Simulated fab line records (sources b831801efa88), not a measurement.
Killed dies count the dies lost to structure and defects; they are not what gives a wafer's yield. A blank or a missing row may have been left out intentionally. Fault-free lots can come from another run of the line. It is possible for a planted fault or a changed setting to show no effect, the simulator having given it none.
Problem report, 8D (eight disciplines) form, completed by code ; flow gf180mcu ; the parts of the form that need people (team, actions taken, sign-off) are left out

== 1. THE PROBLEM ==
Wafers without a fault read 3000.0 W, standard deviation 0.57; cathodeDcPowerW at GF_M4_SPUTTER_03 reads a mean of 3083.7 W on 6 wafers belonging to 2 lots. That is +99 or more standard deviations from the usual mean.
The step: material Ti, target thk 10 nm, time 6.7 s.
First observed at day 26 23:26: wafer L453.2, on pvdSputter-04. Wafers with a number at this step in the record: 42, from 14 lots. By rule, "out" or "out of limits" means more than 4 standard deviations away from the usual mean. Any other wafer with a number is counted as sound.

== 2. WHAT IT IS, AND WHAT IT ISN'T ==
question;is;is not
which readings at this step;cathodeDcPowerW;throttleValvePct
which lots;L453, L454;L442, L443, L444, L445, L446, L448, L449, L459, L460, L462, L463, L464
which wafers of those lots;all that have a number;-
read on which tools;pvdSputter-04;pvdSputter-02, pvdSputter-03
when;from day 26 23:26;"up to then (21 sound wafers); but 15 sound wafers of L459, L460, L462, L463, L464 came after"

== 3. WHAT RULES OUT EACH SUSPECT ==
Counting: a tool at a process step up to the reading stays a suspect if it ran every lot that is out and no sound lot after the first of them.
- pvdSputter-04 at GF_M4_SPUTTER_03 (material Ti, target thk 10 nm, time 6.7 s): ruled out as a lasting fault. Following L453 (day 26 23:26), the first lot on it that is out, the sound lots L464 were run on it.
Left after counting: nothing in the record.

== 4. THE CAUSE (what the simulator had put in) ==
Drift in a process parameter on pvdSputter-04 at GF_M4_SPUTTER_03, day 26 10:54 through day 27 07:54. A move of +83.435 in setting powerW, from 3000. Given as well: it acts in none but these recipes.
Counting ruled it out, wrongly.

== 5. THE CHAIN OF EFFECTS, in route order ==
Each row: a reading whose mean over the struck wafers that have a number lies more than 3 standard deviations from the usual. Scope: only readings with a usual standard deviation given in the record; hours: median across lots of the time from each lot's start at the first step in this table that gives one to its start at this step; sigmas: change in usual standard deviations.
hours;step;reading;usual;on struck wafers;change;sigmas
0;GF_M4_SPUTTER_03;cathodeDcPowerW;3000.0 W;3083.7;+83.7;+99 or more
Here are the process steps it includes:
- GF_M4_SPUTTER_03: material Ti, target thk 10 nm, time 6.7 s.

== 6. WHAT WOULD HAVE CAUGHT IT SOONER ==
The fault began at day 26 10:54; the first out-of-limits reading in this record came at day 26 23:26, 13 hours later.
